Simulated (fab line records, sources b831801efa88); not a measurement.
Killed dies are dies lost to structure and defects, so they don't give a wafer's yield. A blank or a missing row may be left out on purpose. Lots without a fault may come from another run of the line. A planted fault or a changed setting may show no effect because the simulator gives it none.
Problem report in the 8D (eight disciplines) form, filled by code | flow sky130 | the parts of the form that need people (team, actions taken, sign-off) are left out

1. THE PROBLEM
rf_fwd_power_W at SKY_CONTACT_ETCH_16 reads a mean of 573.0 W on 3 wafers of 3 lots; wafers without a fault read 493.9 W with a standard deviation of 2. That is +40 standard deviations from the usual mean.
The step: etches BARC in N2/H2, stops on SiO2, time 45.9 s, target depth 60 nm.
First seen on wafer L424.3, day 34 08:46, on rie_diel-03. The record holds 45 wafers of 15 lots with a number at this step. Rule for "out", or "out of limits": more than 4 standard deviations from the usual mean. The other wafers with a number count as sound.

2. WHAT IT IS AND WHAT IT IS NOT
question                    | is                     | is not
which readings at this step | rf_fwd_power_W         | drypump_motor_current_A, oes_product_au, throttle_valve_pct
which lots                  | L424, L426, L428       | L416, L417, L418, L420, L429, L433, L434, L435, L436, L437, L438, L439
which wafers of those lots  | L424.3, L426.4, L428.1 | L424.5, L424.6, L426.5, L426.6, L428.2, L428.3
read on which tools         | rie_diel-03            | rie_diel-02, rie_diel-04
when                        | from day 34 08:46      | up to then (14 sound wafers); but 28 sound wafers of L426, L428, L429, L433, L434, L435, L436, L437, L438, L439 came after

3. SUSPECTS, AND WHAT RULES EACH OUT
Counting: a tool at a process step up to the reading stays a suspect if it ran every lot that is out. Sound lots after the first of them don't rule it out here, since some wafers of a struck lot are sound.
- rie_diel-03 at SKY_CONTACT_ETCH_16 (etches BARC in N2/H2, stops on SiO2, time 45.9 s, target depth 60 nm): kept. It ran every lot that is out, first L424 (day 34 08:46); its last sound lot up to then is L420 (day 33 07:24). Its own readings are out on those wafers: rf_fwd_power_W.
- Within rie_diel-03 at SKY_CONTACT_ETCH_16: the wafers that are out ran in chamber 1; their sound lot-mates ran in chambers 0, 2, 3.
Left after counting: rie_diel-03 at SKY_CONTACT_ETCH_16.

4. THE CAUSE (what the simulator had put in)
Process parameter drift: rie_diel-03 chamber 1, from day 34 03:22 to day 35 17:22, at SKY_CONTACT_ETCH_16. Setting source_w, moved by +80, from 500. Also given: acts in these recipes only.
Counting left only this tool.

5. THE CHAIN OF EFFECTS, in route order
Each row: a reading whose mean over the struck wafers that have a number lies more than 3 standard deviations from the usual. Only readings for which the record gives a usual standard deviation are gone through. hours: the time from each lot's start at the first step in this table that gives one to its start at this step, as a median over the lots. sigmas: the change in usual standard deviations.
hours | step                | reading        | usual   | on struck wafers | change | sigmas
0     | SKY_CONTACT_ETCH_16 | rf_fwd_power_W | 493.9 W | 573.0            | +79.1  | +40
The process steps in it:
- SKY_CONTACT_ETCH_16: etches BARC in N2/H2, stops on SiO2, time 45.9 s, target depth 60 nm.
Later measuring or inspecting steps at which every struck wafer that the step has a row for has a number for every such reading, and none has moved that far: SKY_CONTACT_RS_MEAS_25.

6. WHAT WOULD HAVE CAUGHT IT SOONER
In this record the first reading out of limits was taken at day 34 08:46, 5 hours after the fault began at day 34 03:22.
